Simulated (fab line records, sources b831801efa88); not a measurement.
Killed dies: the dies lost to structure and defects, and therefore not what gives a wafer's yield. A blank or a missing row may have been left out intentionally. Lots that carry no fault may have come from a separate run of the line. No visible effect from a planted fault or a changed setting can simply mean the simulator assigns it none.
Which tool did it? | flow gf180mcu | Sampling: 12 lots, 36 wafers, 5 of 602 route steps

WHAT EACH GAUGE READ, for each wafer
GF_STI_THK_MEAS_22. Usual: for STI_OXIDATION_01_THK the level is 15.07 nm and the standard deviation is 0.27.
lot  | measured    | on            | STI_OXIDATION_01_THK (nm) | flag
L987 | day 2 03:59 | film_metro-01 | 15.15 15.24 15.30         |
L989 | day 2 13:38 | film_metro-01 | 15.13 15.06 15.15         |
L991 | day 2 23:43 | film_metro-03 | 15.29 15.11 14.91         |
L992 | day 3 04:53 | film_metro-02 | 15.34 15.41 15.03         |
L994 | day 3 15:40 | film_metro-01 | 15.30 15.23 15.08         |
L997 | day 4 09:02 | film_metro-02 | 14.82 15.01 14.89         |
L998 | day 4 12:40 | film_metro-02 | 14.67 15.13 15.02         |
L103 | day 5 13:34 | film_metro-01 | 15.40 15.32 15.46         |
L106 | day 6 04:48 | film_metro-01 | 15.10 15.16 14.91         |
L107 | day 6 11:02 | film_metro-02 | 15.14 15.42 15.57         |
L108 | day 6 17:27 | film_metro-03 | 14.98 15.30 15.20         |
L110 | day 7 03:38 | film_metro-02 | 15.29 15.17 15.42         |

GF_POLY_GATE_THK_MEAS_01. Usual: for POLY_GATE_CVD_00_THK the level is 199.4 nm and the standard deviation is 2.2.
lot  | measured     | on            | POLY_GATE_CVD_00_THK (nm)           | flag
L987 | day 8 13:10  | film_metro-04 | 198.6 200.3 200.0                   |
L989 | day 9 03:07  | film_metro-04 | 195.7 195.8 197.5                   |
L991 | day 9 17:14  | film_metro-01 | 202.2 202.7 201.1                   |
L992 | day 10 00:22 | film_metro-02 | 199.3 199.3 199.1                   |
L994 | day 10 13:17 | film_metro-01 | 197.4 196.8 197.4                   |
L997 | day 11 14:08 | film_metro-04 | 203.1 202.2 203.8                   |
L998 | day 11 17:05 | film_metro-02 | 200.9 200.1 199.8                   |
L103 | day 13 04:08 | film_metro-04 | 198.0 197.2 198.3                   |
L106 | day 13 23:59 | film_metro-01 | 197.9 198.6 199.0                   |
L107 | day 14 06:01 | film_metro-02 | 389.7 389.5 390.8 389.8 389.8 391.2 | OFF
L108 | day 14 17:44 | film_metro-02 | 389.5 390.4 390.5 389.8 390.2 390.2 | OFF
L110 | day 15 04:10 | film_metro-04 | 195.1 196.0 198.1                   |

GF_SAB_OVL_MEAS_10. Usual: for SAB_OVL the level is 0.4 nm and the standard deviation is 1.4.
lot  | measured     | on         | SAB_OVL (nm)   | flag
L987 | day 15 00:55 | overlay-02 | -0.6 -2.3 -2.3 |
L989 | day 15 20:01 | overlay-01 | -0.5 1.0 0.9   |
L991 | day 16 16:55 | overlay-02 | 2.6 0.3 1.3    |
L992 | day 16 22:14 | overlay-01 | 0.9 0.1 1.0    |
L994 | day 17 17:01 | overlay-02 | 0.4 3.5 2.8    |
L997 | day 18 21:49 | overlay-01 | -0.8 0.2 -0.7  |
L998 | day 19 04:58 | overlay-02 | -1.0 0.7 -0.1  |
L103 | day 20 22:52 | overlay-01 | 0.0 -0.8 -1.7  |
L106 | day 21 19:58 | overlay-02 | 1.9 1.3 2.2    |
L110 | day 23 05:28 | overlay-02 | -0.6 0.9 -0.8  |

EACH LOT AND THE TOOL THAT RAN IT (in order: tool; ch and the chambers of the sampled wafers; start)
lot  | GF_POLY_GATE_CVD_00         | GF_HV_LDD_ETCHBACK_58
L987 | lpcvd-02 ch 0, day 8 11:10  | rie_diel-01 ch 0,2, day 12 12:07
L989 | lpcvd-02 ch 0, day 9 01:07  | rie_diel-04 ch 0,1,3, day 13 04:25
L991 | lpcvd-02 ch 1, day 9 15:14  | rie_diel-01 ch 0,2,3, day 13 23:32
L992 | lpcvd-02 ch 1, day 9 22:22  | rie_diel-04 ch 0,1,3, day 14 04:49
L994 | lpcvd-01 ch 0, day 10 11:58 | rie_diel-01 ch 0,2,3, day 14 21:25
L997 | lpcvd-01 ch 0, day 11 12:47 | rie_diel-04 ch 1,2,3, day 16 00:31
L998 | lpcvd-01 ch 0, day 11 15:44 | rie_diel-01 ch 0,3, day 16 05:35
L103 | lpcvd-02 ch 1, day 13 02:49 | rie_diel-04 ch 2,3, day 17 21:44
L106 | lpcvd-02 ch 1, day 13 22:38 | rie_diel-04 ch 2,3, day 18 19:37
L107 | lpcvd-02 ch 1, day 14 04:40 | -
L108 | lpcvd-02 ch 1, day 14 16:25 | -
L110 | lpcvd-01 ch 1, day 15 02:49 | rie_diel-01 ch 0,1,3, day 20 05:28
- GF_POLY_GATE_CVD_00: deposits poly-Si, target thk 200 nm, time 1200 s.
- GF_HV_LDD_ETCHBACK_58: etches Si3N4 in CH3F/O2, stops on SiO2, time 100 s, target depth 90 nm.

AS READ BY THE TOOLS THEMSELVES (means over the sampled wafers that have a number; for cases with no such wafer, the mark the record gives instead)
GF_POLY_GATE_CVD_00. Usual: pressure_mtorr 200.0 mTorr, standard deviation 0.37; spike_tc_bottom_C 643 C, standard deviation 4.2; spike_tc_centre_C 621.1 C, standard deviation 1.4; spike_tc_lower_C 620.3 C, standard deviation 1.1; spike_tc_top_C 638.3 C, standard deviation 1.7; spike_tc_upper_C 619.2 C, standard deviation 1.9; susceptor_temp_C 619.9 C, standard deviation 0.31; zone_power_centre_pct 9.5 %, standard deviation 0.69; zone_power_lower_pct 8.91 %, standard deviation 0.19.
lot  | tool     | pressure_mtorr (mTorr) | spike_tc_bottom_C (C) | spike_tc_centre_C (C) | spike_tc_lower_C (C) | spike_tc_top_C (C) | spike_tc_upper_C (C) | susceptor_temp_C (C) | zone_power_centre_pct (%) | zone_power_lower_pct (%) | flag
L987 | lpcvd-02 | 200.2                  | 644                   | 622.2                 | 621.1                | 635.9              | 617.7                | 620.2                | 10.1                      | 8.72                     |
L989 | lpcvd-02 | 199.9                  | 642                   | 620.5                 | 621.1                | 634.0              | 616.8                | 620.3                | 10.1                      | 8.84                     |
L991 | lpcvd-02 | 199.7                  | 647                   | 621.5                 | 620.0                | 638.2              | 620.5                | 619.7                | 8.5                       | 9.13                     |
L992 | lpcvd-02 | 200.2                  | 648                   | 622.3                 | 619.5                | 639.5              | 619.7                | 619.6                | 8.4                       | 9.15                     |
L994 | lpcvd-01 | 200.2                  | 646                   | 620.0                 | 620.5                | 638.7              | 617.9                | 620.1                | 9.8                       | 9.01                     |
L997 | lpcvd-01 | 199.6                  | 645                   | 620.5                 | 620.8                | 638.9              | 617.4                | 620.4                | 9.8                       | 8.92                     |
L998 | lpcvd-01 | 200.1                  | 644                   | 621.9                 | 620.9                | 638.3              | 617.2                | 620.2                | 9.7                       | 8.89                     |
L103 | lpcvd-02 | 200.0                  | 646                   | 621.3                 | 620.0                | 640.1              | 618.4                | 619.8                | 8.5                       | 9.09                     |
L106 | lpcvd-02 | 199.6                  | 647                   | 621.2                 | 619.2                | 639.4              | 619.9                | 619.9                | 8.5                       | 9.14                     |
L107 | lpcvd-02 | 199.8                  | 678                   | 653.5                 | 650.5                | 668.5              | 650.0                | 650.9                | 9.2                       | 10.05                    | OFF
L108 | lpcvd-02 | 200.2                  | 677                   | 652.1                 | 650.0                | 669.0              | 649.9                | 651.2                | 9.2                       | 10.06                    | OFF
L110 | lpcvd-01 | 200.3                  | 637                   | 619.4                 | 619.9                | 638.0              | 621.4                | 619.9                | 10.2                      | 8.67                     |

GF_HV_LDD_ETCHBACK_58. Usual: drypump_motor_current_A 5.7 A, standard deviation 0.4; oes_product_au 0.843 a.u., standard deviation 0.0068; throttle_valve_pct 10.559 %, standard deviation 0.01.
lot  | tool        | drypump_motor_current_A (A) | oes_product_au (a.u.) | throttle_valve_pct (%) | flag
L987 | rie_diel-01 | 5.9                         | 0.831                 | 10.558                 |
L989 | rie_diel-04 | 5.3                         | 0.852                 | 10.567                 |
L991 | rie_diel-01 | 6.0                         | 0.842                 | 10.555                 |
L992 | rie_diel-04 | 5.4                         | 0.852                 | 10.561                 |
L994 | rie_diel-01 | 6.0                         | 0.846                 | 10.559                 |
L997 | rie_diel-04 | 5.5                         | 0.839                 | 10.567                 |
L998 | rie_diel-01 | 6.2                         | 0.839                 | 10.561                 |
L103 | rie_diel-04 | 5.6                         | 0.844                 | 10.555                 |
L106 | rie_diel-04 | 5.6                         | 0.849                 | 10.560                 |
L110 | rie_diel-01 | 6.1                         | 0.843                 | 10.556                 |

THE ANSWER, worked out from the rows above alone
Rule: a lot counts as off when the mean over its wafers that have a number is more than 3 standard deviations away from the usual mean. A lot without any number at a reading at which 4 lots or more have one is off too. All remaining lots with rows at the step are treated as sound. First the gauges in route order, then the tools' own readings, where a lot's mean is used as printed above. At the first step where some lot is off, the reading lying furthest off is the one used; lots without a number count as furthest.
Off: L107, L108, at GF_POLY_GATE_THK_MEAS_01 (POLY_GATE_CVD_00_THK).
A tool fits if, at a process step before that reading, it ran every lot that is off, and no sound lot after the first of them. Not tried: the gauges at GF_POLY_GATE_THK_MEAS_01; whatever is off there is also off at GF_POLY_GATE_CVD_00, on other tools, and gauge error can't account for it. One fits: lpcvd-02 at GF_POLY_GATE_CVD_00. Its last sound lot is L106 (day 13 22:38), its first lot that is off L107 (day 14 04:40): a fault that began between those two fits.
The tool's own readings at GF_POLY_GATE_CVD_00 bear it out: on the lots that are off they differ by more than 5 times the standard deviation of the sound lots' means. spike_tc_bottom_C reads 678 C there against 645 C on the sound lots; spike_tc_centre_C reads 652.8 C there against 621.1 C on the sound lots; spike_tc_lower_C reads 650.2 C there against 620.3 C on the sound lots; spike_tc_top_C reads 668.8 C there against 638.1 C on the sound lots; spike_tc_upper_C reads 650.0 C there against 618.7 C on the sound lots; susceptor_temp_C reads 651.0 C there against 620.0 C on the sound lots; zone_power_lower_pct reads 10.05 % there against 8.96 % on the sound lots.

WHAT WAS PUT IN BY THE SIMULATOR
lpcvd-02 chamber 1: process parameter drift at GF_POLY_GATE_CVD_00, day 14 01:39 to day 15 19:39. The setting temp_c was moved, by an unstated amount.
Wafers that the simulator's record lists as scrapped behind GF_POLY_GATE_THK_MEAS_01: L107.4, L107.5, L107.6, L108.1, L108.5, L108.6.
Shown lots that were struck: L107, L108. The rule above reached the same finding.
